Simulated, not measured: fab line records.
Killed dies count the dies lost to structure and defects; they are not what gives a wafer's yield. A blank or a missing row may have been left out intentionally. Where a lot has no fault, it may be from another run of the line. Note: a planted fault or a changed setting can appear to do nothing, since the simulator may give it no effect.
Comparing a struck lot with a sound one | flow sky130 | 37 steps out of a route of 708
Sound: wafers L309.2, L309.3, L309.4. Wafers struck: L301.1, L301.2, L301.4. The cause comes at the end.
Each step with rows lists, per side, the tool, then ch with its chambers, then its first start. Under that, the readings that differ: sound wafers | struck wafers | difference of the means | sigmas: that difference in standard deviations of wafers without a fault.
alike: readings with means less than 2 such deviations apart, plus words and numbers identical on both sides. not compared: withheld readings, readings lacking a value on some wafer, bounds such as >300 that could conceal the same value, and numbers that have no deviation in the record and whose values overlap.
Wherever a step has rows on one side only, a row that says differs or no value, or a row with sigmas, the two part there. Numbers that have no deviation but don't overlap get no sigmas and don't part them. Lack of a reading on every wafer of one side parts them only where that side has two or more wafers.

first, 10 steps without rows for these wafers: SKY_LDD_LDN_SOFTBAKE_03 (time 60 s); SKY_LDD_LDN_EXPOSE_04 (exposes mask LDNTM, target cd 700 nm); SKY_LDD_LDN_PEB_05; SKY_LDD_LDN_DEVELOP_06 (develop time 60 s); SKY_LDD_LDN_IMPLANT_08; SKY_LDD_LDN_IMPLANT_09; SKY_LDD_LDN_IMPLANT_10; SKY_LDD_LDN_IMPLANT_11; SKY_LDD_LDN_STRIP_12 (strips in O2/N2); SKY_LDD_LDN_CLEAN_14 (cleans in SC1/SC2, time 150 s).
SKY_SPACER_CVD_00: deposits Si3N4 from DCS/NH3, target thk 43.1 nm, time 740 s.
  sound on lpcvd-02 ch 1, day 30 22:46; struck on lpcvd-02 ch 1, day 28 07:34
reading                                 | sound             | struck            | difference | sigmas
spikeTcCentreC (C)                      | 771.6 770.4 771.4 | 785.7 785.2 785.1 | +14.2      | +15
zonePowerCentrePct (%)                  | 13.3 13.2 13.2    | 17.0 16.9 17.1    | +3.8       | +4
zonePowerLowerPct (%)                   | 12.5 12.6 12.6    | 10.6 10.7 10.5    | -2.0       | -6
zonePowerUpperPct (%)                   | 12.3 12.2 12.1    | 10.3 10.2 10.2    | -2.0       | -3
model.Si3N4_of_SPACER_CVD_00.thkNm (nm) | 43.19 43.36 43.5  | 47.77 48.33 48.4  | +4.82      | 
  alike: spikeTcTopC, susceptorTempC
SKY_SPACER_THK_MEAS_01:
  sound on filmMetro-01 at day 30 23:59; struck on filmMetro-01 at day 28 09:00
reading                | sound          | struck         | difference | sigmas
SPACER_CVD_00_THK (nm) | 43.2 43.4 43.5 | 47.8 48.3 48.4 | +4.8       | +12
  not compared: hold
SKY_SPACER_ETCHBACK_02: etches Si3N4 in CH3F/O2, stops on SiO2, time 46.7 s, target depth 45 nm.
  sound on rieDiel-03 ch 0,1,3, day 31 00:02; struck on rieDiel-01 ch 1,2,3, day 28 11:20
reading                 | sound             | struck                                                                  | difference                   | sigmas
hold                    | - - -             | awaitDispo/2.3h/release awaitDispo/2.3h/release awaitDispo/2.3h/release | no value on the sound wafers | 
oesProductAu (a.u.)     | 0.854 0.859 0.869 | 0.908 0.912 0.911                                                       | +0.050                       | +8
model.etch.depthNm (nm) | 43.19 43.36 43.5  | 47.77 48.33 48.4                                                        | +4.82                        | 
  alike: drypumpMotorCurrentA, throttleValvePct
  not compared: rfHoursCounterH
then, 22 steps without rows for these wafers: SKY_POLY_CUT_DEHYDRATE_00 (time 60 s); SKY_POLY_CUT_HMDS_01 (prime time 60 s); SKY_POLY_CUT_COAT_02 (resist thk 60 nm); SKY_POLY_CUT_COAT_03 (resist thk 450 nm); SKY_POLY_CUT_SOFTBAKE_04 (time 90 s); SKY_POLY_CUT_EXPOSE_05 (exposes mask NPCM, target cd 270 nm); SKY_POLY_CUT_PEB_06; SKY_POLY_CUT_DEVELOP_07 (develop time 60 s); SKY_POLY_CUT_ETCH_10 (etches BARC in N2/H2, stops on SiO2, time 45.9 s, target depth 60 nm); SKY_POLY_CUT_ETCH_11 (etches Si3N4 in CF4/CH2F2/Ar, stops on poly-Si, time 42.5 s, target depth 60 nm); SKY_POLY_CUT_STRIP_12 (strips in O2/N2); SKY_SD_P_DEHYDRATE_00 (time 60 s); SKY_SD_P_HMDS_01 (prime time 60 s); SKY_SD_P_COAT_02 (resist thk 1140 nm); SKY_SD_P_SOFTBAKE_03 (time 60 s); SKY_SD_P_EXPOSE_04 (exposes mask PSDM, target cd 380 nm); SKY_SD_P_PEB_05; SKY_SD_P_DEVELOP_06 (develop time 60 s); SKY_SD_P_IMPLANT_09; SKY_SD_P_STRIP_10 (strips in O2/N2); SKY_RES_XHIGH_DEHYDRATE_00 (time 60 s); SKY_RES_XHIGH_HMDS_01 (prime time 60 s).
-- the record jumps here: 5 days lie between the struck wafers' starts before and after (it left off in module RES_XHIGH and takes up again in module SALICIDE, whose first step shown is number 361 of the route) --
SKY_SALICIDE_CLEAN_00: cleans in HF-last, time 30 s.
  sound on wetBench-02 ch 1, day 35 11:46; struck on wetBench-01 ch 0, day 33 00:49
reading                                 | sound             | struck           | difference | sigmas
model.Si3N4_of_SPACER_CVD_00.thkNm (nm) | 42.22 42.39 42.52 | 46.8 47.36 47.42 | +4.8       | 
-- the record jumps here: 16 days lie between the struck wafers' starts before and after (it left off in module SALICIDE and takes up again in module PAD_OPEN, whose first step shown is number 708 of the route) --
SKY_PAD_OPEN_PROBE_99:
  sound on prober-01 at day 50 21:57; struck on prober-02 at day 49 07:34
reading                             | sound                | struck               | difference | sigmas
model.etest.pfet_01v8.rOnOhmUm      | 2883 2890 2803       | 3122 3100 3065       | +237       | 
model.etest.sonosUncharged.rOnOhmUm | 797.7 805.6 795.2    | 846.5 849.4 838.8    | +45.4      | 
model.etest.pfet_01v8.driveUaUm     | 194.7 195.6 199.3    | 177 178.3 181        | -18        | 
model.etest.pfet_01v8_hvt.driveUaUm | 145.3 145.1 148.6    | 130.6 132.2 134.3    | -14.0      | 
model.etest.sramPfetLatch.driveUaUm | 148.5 145.7 150.5    | 126 128.6 133.7      | -19        | 
model.etest.pfet_01v8_mvt.driveUaUm | 154.8 154.9 157.7    | 143.1 143.3 144.8    | -12.1      | 
model.etest.ring_1v8.delayPs        | 21.3 21.37 20.87     | 22.37 21.97 21.83    | +0.88      | 
model.etest.pfet_01v8.offLog10AUm   | -9.579 -9.725 -9.436 | -10.57 -10.68 -10.54 | -1.02      | 
  alike: killed_at_M0_to_M3, killed_at_M4_up, killedAtContacts, killedAtFrontEnd, killedAtOther, killedDies, killedOpen, killedShort

## WHERE THEY PART
At SKY_SPACER_CVD_00 first; at SKY_SPACER_ETCHBACK_02 last (within this record only). Later steps at which nothing parts them and some readings are alike: SKY_PAD_OPEN_PROBE_99.

WHY: the cause the simulator had injected
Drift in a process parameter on lpcvd-02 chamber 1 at SKY_SPACER_CVD_00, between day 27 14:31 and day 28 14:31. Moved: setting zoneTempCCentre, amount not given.
